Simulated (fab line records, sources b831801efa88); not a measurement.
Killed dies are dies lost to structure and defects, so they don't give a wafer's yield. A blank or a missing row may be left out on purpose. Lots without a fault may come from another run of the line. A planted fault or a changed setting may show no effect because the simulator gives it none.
A struck lot beside a sound one | flow sky130 | 42 steps out of a route of 708
Sound: wafers L839.1, L839.2, L839.5. Struck: wafers L846.1, L846.2, L846.3. The cause comes at the end.
At each step with rows: each side's tool, then ch and its chambers, then its first start. Under that, the readings that differ: sound wafers | struck wafers | difference of the means | sigmas: that difference in standard deviations of wafers without a fault.
alike: readings whose means differ by less than 2 such deviations, and words and numbers that are the same on both sides. not compared: withheld readings, readings that some wafer has no value for, bounds like >300 that may hide the same value, and numbers for which the record gives no deviation and whose values overlap.
The two part at a step that has a row with sigmas, a row that says differs or no value, or rows on one side only. Numbers that don't overlap but have no deviation are shown without sigmas and don't part them. A reading that every wafer of one side lacks parts them only if that side has two wafers or more.

first, 5 steps without rows for these wafers: SKY_GATE_OXIDE_COAT_05 (resist thk 1140 nm); SKY_GATE_OXIDE_SOFTBAKE_06 (time 60 s); SKY_GATE_OXIDE_EXPOSE_07 (exposes mask LVOM, target cd 600 nm); SKY_GATE_OXIDE_PEB_08; SKY_GATE_OXIDE_DEVELOP_09 (develop time 60 s).
SKY_GATE_OXIDE_OVL_MEAS_10:
  sound on overlay-01, day 16 21:29; struck on overlay-01, day 18 18:23
  alike: GATE_OXIDE_OVL
then, 2 steps without rows for these wafers: SKY_GATE_OXIDE_IMPLANT_11; SKY_GATE_OXIDE_WET_ETCH_12 (etches SiO2 in dHF, target depth 16.8 nm, time 336 s).
SKY_GATE_OXIDE_STRIP_13: strips in O2/N2.
  sound on plasma_asher-01 ch 0,1, day 16 21:48; struck on plasma_asher-04 ch 0,1, day 18 18:41
  alike: drypump_motor_current_A, oes_product_au, strip_time_to_endpoint_s
  not compared: rf_hours_counter_h
SKY_GATE_OXIDE_TW_MEAS_14:
  sound on film_metro-01, day 16 21:54; struck on film_metro-04, day 18 18:47
  alike: GATE_OXIDE_TW
then, 2 steps without rows for these wafers: SKY_GATE_OXIDE_CLEAN_15 (cleans in SC1/SC2, time 150 s); SKY_GATE_OXIDE_OXIDATION_16 (stabilise 600 s, purge 300 s, target thk 3.57 nm).
SKY_POLY_GATE_CVD_00: deposits poly-Si, target thk 180 nm, time 720 s.
  sound on lpcvd-01 ch 0, day 17 01:05; struck on lpcvd-01 ch 0, day 18 22:02
  reading                                       | sound             | struck            | difference | sigmas
  model.poly-Si_of_POLY_GATE_CVD_00.thk_nm (nm) | 181.9 179.9 179.8 | 111.8 112.2 113.2 | -68.1      |
  alike: susceptor_temp_C, zone_power_top_pct
SKY_POLY_GATE_THK_MEAS_01:
  sound on film_metro-04, day 17 02:17; struck on film_metro-04, day 18 23:14
  reading                   | sound             | struck            | difference | sigmas
  POLY_GATE_CVD_00_THK (nm) | 181.8 179.7 179.7 | 111.8 112.0 113.1 | -68.1      | -36
then, 8 steps without rows for these wafers: SKY_RES_PROTECT_DEHYDRATE_00 (time 60 s); SKY_RES_PROTECT_HMDS_01 (prime time 60 s); SKY_RES_PROTECT_COAT_02 (resist thk 1140 nm); SKY_RES_PROTECT_SOFTBAKE_03 (time 60 s); SKY_RES_PROTECT_EXPOSE_04 (exposes mask RPM, target cd 1270 nm); SKY_RES_PROTECT_PEB_05; SKY_RES_PROTECT_DEVELOP_06 (develop time 60 s); SKY_POLY_GATE_IMPLANT_02.
SKY_RES_PROTECT_STRIP_07: strips in O2/N2.
  sound on plasma_asher-02 ch 0,1, day 18 08:35; struck on plasma_asher-02 ch 0,1, day 20 06:27
  alike: drypump_motor_current_A, oes_product_au, strip_time_to_endpoint_s
  not compared: rf_hours_counter_h
SKY_RES_PROTECT_TW_MEAS_08:
  sound on film_metro-02, day 18 08:41; struck on film_metro-02, day 20 06:33
  alike: POLY_GATE_TW
SKY_RES_PROTECT_CLEAN_09: cleans in SC1/SC2, time 150 s.
  sound on wet_bench-04 ch 0, day 18 08:45; struck on wet_bench-04 ch 3, day 20 06:37
  reading                                       | sound             | struck            | difference | sigmas
  model.poly-Si_of_POLY_GATE_CVD_00.thk_nm (nm) | 181.2 179.3 179.1 | 111.2 111.5 112.5 | -68.1      |
  alike: bath_guard_temp_C
then, 1 step without rows for these wafers: SKY_POLY_GATE_CVD_03 (deposits Si3N4 from DCS/NH3, target thk 75 nm, time 1290 s).
SKY_POLY_GATE_THK_MEAS_04:
  sound on film_metro-04, day 18 13:38; struck on film_metro-02, day 20 08:43
  alike: POLY_GATE_CVD_03_THK
then, 8 steps without rows for these wafers: SKY_POLY_GATE_DEHYDRATE_05 (time 60 s); SKY_POLY_GATE_HMDS_06 (prime time 60 s); SKY_POLY_GATE_COAT_07 (resist thk 110 nm); SKY_POLY_GATE_COAT_08 (resist thk 450 nm); SKY_POLY_GATE_SOFTBAKE_09 (time 90 s); SKY_POLY_GATE_EXPOSE_10 (exposes mask P1M, target cd 150 nm); SKY_POLY_GATE_PEB_11; SKY_POLY_GATE_DEVELOP_12 (develop time 60 s).
SKY_POLY_GATE_CD_MEAS_13: target cd 150 nm.
  sound on cd_sem-01, day 19 21:11; struck on cd_sem-02, day 21 15:32
  alike: cd_nm
SKY_POLY_GATE_OVL_MEAS_14:
  sound on overlay-02, day 19 21:18; struck on overlay-01, day 21 15:39
  alike: POLY_GATE_OVL
SKY_POLY_GATE_ETCH_15: etches BARC in N2/H2, stops on SiO2, time 118.5 s, target depth 110 nm.
  sound on rie_diel-02 ch 2,3, day 19 21:20; struck on rie_diel-01 ch 0,1,3, day 21 15:41
  alike: drypump_motor_current_A, oes_product_au, throttle_valve_pct
  not compared: rf_hours_counter_h
SKY_POLY_GATE_ETCH_16: etches Si3N4 in CH3F/O2, stops on poly-Si, time 147.5 s, target depth 75 nm.
  sound on rie_diel-02 ch 2,3, day 19 21:25; struck on rie_diel-01 ch 0,1,3, day 21 15:46
  alike: ch3f_flow_sccm, drypump_motor_current_A, oes_product_au, throttle_valve_pct
  not compared: rf_hours_counter_h
SKY_POLY_GATE_ETCH_17: etches poly-Si in HBr/Cl2, stops on SiO2, target depth 180 nm, time 70.5 s.
  sound on rie_si-02 ch 0,2,3, day 19 21:31; struck on rie_si-02 ch 0,1,2, day 21 15:52
  reading                               | sound             | struck            | difference | sigmas
  oes_product_au (a.u.)                 | 0.988 0.974 0.990 | 0.723 0.728 0.731 | -0.257     | -38
  model.etch.depth_nm (nm)              | 178.4 176.8 178.9 | 111.2 111.5 112.5 | -66.3      |
  model.POLY_GATE.feature_depth_nm (nm) | 178.4 176.8 178.9 | 111.2 111.5 112.5 | -66.3      |
  alike: drypump_motor_current_A, throttle_valve_pct
  not compared: rf_hours_counter_h
SKY_POLY_GATE_STRIP_18: strips in O2/N2.
  sound on plasma_asher-03 ch 0,1, day 19 21:34; struck on plasma_asher-04 ch 0,1, day 21 15:55
  alike: drypump_motor_current_A, oes_product_au, strip_time_to_endpoint_s
  not compared: rf_hours_counter_h
-- the record jumps here: 28 days lie between the struck wafers' starts before and after (it left off in module POLY_GATE and takes up again in module PAD_OPEN, whose first step shown is number 708 of the route) --
SKY_PAD_OPEN_PROBE_99:
  sound on prober-02, day 48 11:02; struck on prober-01, day 49 13:32
  reading                              | sound             | struck            | difference | sigmas
  model.etest.res_xhigh_po.line_ohm_um | 5644 6032 5786    | 4902 5043 5046    | -824       |
  model.etest.res_high_po.line_ohm_um  | 738.2 773 756.2   | 1028 1034 1043    | +279       |
  model.etest.res_poly.line_ohm_um     | 510.2 549.5 516.1 | 778.6 767.2 813.4 | +261.1     |
  model.etest.pfet_01v8.r_on_ohm_um    | 2880 2906 2939    | 3207 3178 3027    | +229       |
  model.etest.tip_p.rs_ohm_sq          | 6848 6878 6806    | 7195 7180 7090    | +311       |
  model.etest.tip_sonos.rs_ohm_sq      | 2503 2542 2519    | 2581 2581 2610    | +69        |
  model.etest.res_xhigh_po.rs_ohm_sq   | 1964 2054 2065    | 1742 1771 1773    | -266       |
  model.etest.res_high_po.rs_ohm_sq    | 256.7 266.8 263.5 | 361.7 363.9 357.3 | +98.6      |
  alike: killed_at_M0_to_M3, killed_at_M4_up, killed_at_contacts, killed_at_front_end, killed_at_other, killed_dies, killed_open, killed_short

WHERE THEY PART
First at SKY_POLY_GATE_THK_MEAS_01; last, within this record, at SKY_POLY_GATE_ETCH_17. Later steps at which nothing parts them and some readings are alike: SKY_POLY_GATE_STRIP_18, SKY_PAD_OPEN_PROBE_99.

WHY: what the simulator had put in
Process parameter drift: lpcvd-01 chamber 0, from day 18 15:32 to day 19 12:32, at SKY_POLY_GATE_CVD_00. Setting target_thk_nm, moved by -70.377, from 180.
